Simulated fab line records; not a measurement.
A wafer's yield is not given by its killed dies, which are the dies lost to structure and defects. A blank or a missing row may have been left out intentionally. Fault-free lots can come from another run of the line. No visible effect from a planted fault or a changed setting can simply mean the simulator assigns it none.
Which tool did it? / flow gf180mcu / 6 lots with 18 wafers sampled at 3 steps, on a route of 602 steps

## WHAT THE GAUGES READ, wafer by wafer
GF_V4_CD_MEAS_14: the cd target is 260 nm.
lot=L545; measured=day 25 13:27; on=cd sem-02; cd nm (nm)=262.5 261.7 261.1
lot=L548; measured=day 26 09:41; on=cd sem-02; cd nm (nm)=260.8 259.8 260.4
lot=L550; measured=day 27 01:30; on=cd sem-02; cd nm (nm)=262.2 261.4 261.5
lot=L552; measured=day 27 21:26; on=cd sem-01; cd nm (nm)=260.9 259.6 260.5
lot=L557; measured=day 29 04:04; on=cd sem-02; cd nm (nm)=270.2 271.8 268.8
lot=L565; measured=day 31 09:46; on=cd sem-01; cd nm (nm)=259.2 258.5 258.3

## EACH LOT AND THE TOOL THAT RAN IT (in order: tool; ch and the chambers of the sampled wafers; start)
lot=L545; GF_M4_SPUTTER_02=pvd sputter-02, day 23 17:19; GF_V4_PEB_12=litho track-03 ch 0, day 25 13:06
lot=L548; GF_M4_SPUTTER_02=pvd sputter-01, day 24 14:08; GF_V4_PEB_12=litho track-04 ch 0, day 26 09:20
lot=L550; GF_M4_SPUTTER_02=pvd sputter-04, day 25 05:28; GF_V4_PEB_12=litho track-03 ch 0, day 27 01:09
lot=L552; GF_M4_SPUTTER_02=pvd sputter-02, day 26 04:23; GF_V4_PEB_12=litho track-03 ch 0, day 27 21:07
lot=L557; GF_M4_SPUTTER_02=pvd sputter-01, day 27 12:50; GF_V4_PEB_12=litho track-03 ch 0, day 29 03:44
lot=L565; GF_M4_SPUTTER_02=pvd sputter-04, day 29 20:07; GF_V4_PEB_12=litho track-01 ch 0, day 31 09:26
- GF_M4_SPUTTER_02: material AlCu, target thk 450 nm, time 23.9 s.
- GF_V4_PEB_12: peb time 90 s.

## THE ANSWER, worked out from the rows above alone
Rule: the lots themselves supply what counts as usual. Put in order of their means at a reading, lots are off if they are a third of the lots or fewer, leave a main group of 4 or more, and stand apart from it by a gap of 3 or more times the standard deviation of the main group's means; of several such gaps the widest counts. A main group whose means are all the same, to the digits that the tables above print for the reading, isn't used. Also off: a lot with no number at a reading for which 4 or more lots have one. Any other lot the step has rows for is counted as sound.
Off at GF_V4_CD_MEAS_14 (cd nm): L557. Mean 260.6 nm and standard deviation 1.1 in the main group.
A tool fits if, at a process step before that reading, it ran every lot that is off, and no sound lot after the first of them. Those tools and the gauges at GF_V4_CD_MEAS_14 are tried in the same way. Can't be told from this: 3 tools fit, pvd sputter-01 at GF_M4_SPUTTER_02, litho track-03 at GF_V4_PEB_12, cd sem-02 at GF_V4_CD_MEAS_14.

## WHAT THE SIMULATOR HAD PUT IN
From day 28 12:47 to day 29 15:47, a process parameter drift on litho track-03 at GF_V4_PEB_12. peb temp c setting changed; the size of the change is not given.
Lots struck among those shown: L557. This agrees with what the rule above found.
